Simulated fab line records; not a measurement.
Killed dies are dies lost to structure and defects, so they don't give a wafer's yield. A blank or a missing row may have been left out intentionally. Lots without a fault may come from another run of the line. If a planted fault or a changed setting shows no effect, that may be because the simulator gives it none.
Matching of chambers	flow gf180mcu	4 sister chambers for GF_SAB_ETCH_11 on rie diel-01
The step etches SiO2 in C4F8/O2/Ar, target depth 55 nm, time 8.5 s. 8 wafers are shown with their chamber, then 7 later ones without.

== WAFERS WITH THEIR CHAMBER ==
wafer	chamber	oes product au (a.u.)
L675.2	0	1.014
L675.4	2	1.000
L675.6	0	1.009
L677.1	2	0.987
L677.2	1	1.022
L677.3	3	1.006
L678.3	1	1.013
L678.4	3	0.993

== WAFERS WITH NO CHAMBER GIVEN ==
wafer	oes product au (a.u.)
L678.6	1.009
L679.1	1.019
L679.3	1.016
L679.5	1.005
L684.1	1.023
L684.3	1.002
L684.5	1.016

== WHICH CHAMBER EACH WENT THROUGH ==
wafer	from the rows above	in truth
L678.6	can't be placed: 0 or 1 or 3 or 2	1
L679.1	can't be placed: 1 or 0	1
L679.3	can't be placed: 1 or 0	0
L679.5	can't be placed: 3 or 0 or 2 or 1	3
L684.1	can't be placed: 1 or 0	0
L684.3	can't be placed: 3 or 2 or 0 or 1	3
L684.5	can't be placed: 1 or 0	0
Correct placement for 0 of the 7. Cannot be placed on the basis of these rows: 7; the candidates contain the true chamber in 7. Number placed wrongly: 0.
How it was worked out, from the rows above alone: a wafer's distance from a chamber is the root of the sum, over the readings, of the square of ((its reading less the chamber's mean) divided by the reading's scatter). If the next closest chamber is less than 2 further off than the closest, the wafer can't be placed; otherwise it belongs to the closest. A chamber's mean is the mean of its shown wafers. The scatter: the root of (the sum of the squares of (reading less its chamber's mean) over the shown wafers, divided by (wafers less chambers)).
